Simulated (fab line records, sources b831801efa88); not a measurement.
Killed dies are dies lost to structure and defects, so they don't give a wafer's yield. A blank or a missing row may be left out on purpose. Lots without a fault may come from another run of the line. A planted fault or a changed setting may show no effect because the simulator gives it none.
Which tool did it? | flow sky130 | 13 lots, 39 wafers sampled, at 4 steps of a route of 708

WHAT THE GAUGES READ, wafer by wafer
SKY_LDD_P_TW_MEAS_11. Usual: LDD_P_TW 641, standard deviation 5.3.
lot  | measured     | on            | LDD_P_TW    | flag
L584 | day 19 18:58 | film_metro-04 | 638 640 639 |
L585 | day 20 08:41 | film_metro-02 | 646 648 645 |
L586 | day 20 10:11 | film_metro-02 | 646 647 645 |
L588 | day 21 02:35 | film_metro-03 | 635 636 637 |
L589 | day 21 13:59 | film_metro-04 | 636 638 644 |
L591 | day 22 05:43 | film_metro-04 | 642 640 639 |
L594 | day 23 06:10 | film_metro-02 | 648 648 647 |
L595 | day 23 14:20 | film_metro-04 | 638 638 638 |
L596 | day 23 18:58 | film_metro-02 | 647 645 646 |
L597 | day 24 12:45 | film_metro-03 | 637 634 636 |
L602 | day 25 18:13 | film_metro-03 | 640 640 640 |
L604 | day 26 22:17 | film_metro-04 | 642 642 639 |
L606 | day 27 18:17 | film_metro-03 | 634 630 634 |

SKY_SD_P_CD_MEAS_07: target cd 380 nm. Usual: cd_nm 379.3 nm, standard deviation 2.5.
lot  | measured     | on        | cd_nm (nm)        | flag
L584 | day 26 03:50 | cd_sem-02 | 379.1 375.9 375.4 |
L585 | day 26 18:19 | cd_sem-01 | 376.4 375.3 374.1 |
L586 | day 26 20:58 | cd_sem-01 | 383.0 382.6 380.9 |
L588 | day 27 12:11 | cd_sem-01 | 380.9 380.2 381.3 |
L589 | day 27 21:59 | cd_sem-01 | 380.0 380.2 379.4 |
L591 | day 28 11:32 | cd_sem-02 | 382.9 383.1 382.0 |
L594 | day 29 11:25 | cd_sem-02 | 374.6 376.6 374.3 |
L595 | day 29 18:07 | cd_sem-02 | 377.1 377.0 378.8 |
L596 | day 30 00:52 | cd_sem-02 | 377.0 377.4 379.5 |
L597 | day 30 16:11 | cd_sem-02 | 303.8 304.8 303.3 | OFF
L602 | day 31 17:16 | cd_sem-02 | 378.1 380.6 379.3 |
L604 | day 32 20:10 | cd_sem-01 | 378.4 376.9 377.4 |
L606 | day 33 16:37 | cd_sem-02 | 380.6 382.7 381.1 |

WHICH TOOL RAN EACH LOT (tool, then ch and the chambers of the sampled wafers, then the start)
lot  | SKY_LDD_LDN_STRIP_12                 | SKY_SD_P_EXPOSE_04
L584 | plasma_asher-02 ch 0,1, day 23 15:47 | iline_stepper-02 ch 0, day 25 13:14
L585 | plasma_asher-02 ch 0,1, day 24 05:16 | iline_stepper-02 ch 0, day 26 03:53
L586 | plasma_asher-02 ch 0,1, day 24 07:06 | iline_stepper-01 ch 0, day 26 06:47
L588 | plasma_asher-04 ch 0,1, day 24 22:27 | iline_stepper-01 ch 0, day 26 21:35
L589 | plasma_asher-04 ch 0,1, day 25 09:28 | iline_stepper-01 ch 0, day 27 07:45
L591 | plasma_asher-02 ch 0,1, day 25 23:12 | iline_stepper-02 ch 0, day 27 21:49
L594 | plasma_asher-04 ch 0,1, day 27 00:24 | iline_stepper-01 ch 0, day 28 21:37
L595 | plasma_asher-01 ch 0,1, day 27 06:33 | iline_stepper-02 ch 0, day 29 05:02
L596 | plasma_asher-02 ch 0,1, day 27 12:14 | iline_stepper-01 ch 0, day 29 10:41
L597 | plasma_asher-04 ch 0,1, day 28 05:19 | iline_stepper-02 ch 0, day 30 02:52
L602 | plasma_asher-02 ch 0,1, day 29 08:36 | iline_stepper-02 ch 0, day 31 04:28
L604 | plasma_asher-01 ch 0,1, day 30 12:06 | iline_stepper-02 ch 0, day 32 07:12
L606 | plasma_asher-04 ch 0,1, day 31 07:05 | iline_stepper-01 ch 0, day 33 02:49
- SKY_LDD_LDN_STRIP_12: strips in O2/N2.
- SKY_SD_P_EXPOSE_04: exposes mask PSDM, target cd 380 nm.

WHAT THE TOOLS THEMSELVES READ (means of the sampled wafers that have a number; where no wafer has one, the mark that the record gives instead)
SKY_LDD_LDN_STRIP_12. Usual: drypump_motor_current_A 5.73 A, standard deviation 0.13; n2_flow_sccm 300.1 sccm, standard deviation 0.92; oes_product_au 0.715 a.u., standard deviation 0.0048; strip_time_to_endpoint_s 14.19 s, standard deviation 0.033.
lot  | tool            | drypump_motor_current_A (A) | n2_flow_sccm (sccm) | oes_product_au (a.u.) | strip_time_to_endpoint_s (s) | flag
L584 | plasma_asher-02 | 5.68                        | 300.9               | 0.719                 | 14.23                        |
L585 | plasma_asher-02 | 5.80                        | 299.4               | 0.711                 | 14.21                        |
L586 | plasma_asher-02 | 5.78                        | 299.8               | 0.716                 | 14.16                        |
L588 | plasma_asher-04 | 5.79                        | 300.5               | 0.716                 | 14.22                        |
L589 | plasma_asher-04 | 5.83                        | 299.6               | 0.712                 | 14.21                        |
L591 | plasma_asher-02 | 5.80                        | 300.2               | 0.717                 | 14.18                        |
L594 | plasma_asher-04 | 5.78                        | 299.7               | 0.717                 | 14.18                        |
L595 | plasma_asher-01 | 5.65                        | 300.9               | 0.717                 | 14.20                        |
L596 | plasma_asher-02 | 5.70                        | 300.0               | 0.715                 | 14.14                        |
L597 | plasma_asher-04 | 5.79                        | 299.9               | 0.717                 | 14.13                        |
L602 | plasma_asher-02 | 5.72                        | 301.4               | 0.710                 | 14.17                        |
L604 | plasma_asher-01 | 5.65                        | 299.8               | 0.717                 | 14.14                        |
L606 | plasma_asher-04 | 5.84                        | 299.0               | 0.714                 | 14.19                        |

SKY_SD_P_EXPOSE_04. Usual: focus_offset_nm 0.0 nm, standard deviation 0.53.
lot  | tool             | focus_offset_nm (nm) | flag
L584 | iline_stepper-02 | -0.3                 |
L585 | iline_stepper-02 | -0.4                 |
L586 | iline_stepper-01 | -0.5                 |
L588 | iline_stepper-01 | -0.2                 |
L589 | iline_stepper-01 | -0.4                 |
L591 | iline_stepper-02 | 0.1                  |
L594 | iline_stepper-01 | -1.0                 |
L595 | iline_stepper-02 | 0.5                  |
L596 | iline_stepper-01 | -0.2                 |
L597 | iline_stepper-02 | -0.0                 |
L602 | iline_stepper-02 | 0.7                  |
L604 | iline_stepper-02 | 0.2                  |
L606 | iline_stepper-01 | 0.2                  |

THE ANSWER, worked out from the rows above alone
Rule: a lot is off if the mean of its wafers that have a number lies more than 3 standard deviations from the usual mean. A lot without any number at a reading at which 4 lots or more have one is off too. The other lots that the step has rows for count as sound. The gauges are gone through in route order, then the tools' own readings, and for those a lot's mean is taken as printed above. The first step at which some lot is off is used, and at that step the reading that is off furthest; a lot without a number counts as furthest.
Off: L597, at SKY_SD_P_CD_MEAS_07 (cd_nm).
A tool fits if, at a process step before that reading, it ran every lot that is off, and no sound lot after the first of them. The gauges at SKY_SD_P_CD_MEAS_07 are tried like those tools. None of those tried fits.

WHAT THE SIMULATOR HAD PUT IN
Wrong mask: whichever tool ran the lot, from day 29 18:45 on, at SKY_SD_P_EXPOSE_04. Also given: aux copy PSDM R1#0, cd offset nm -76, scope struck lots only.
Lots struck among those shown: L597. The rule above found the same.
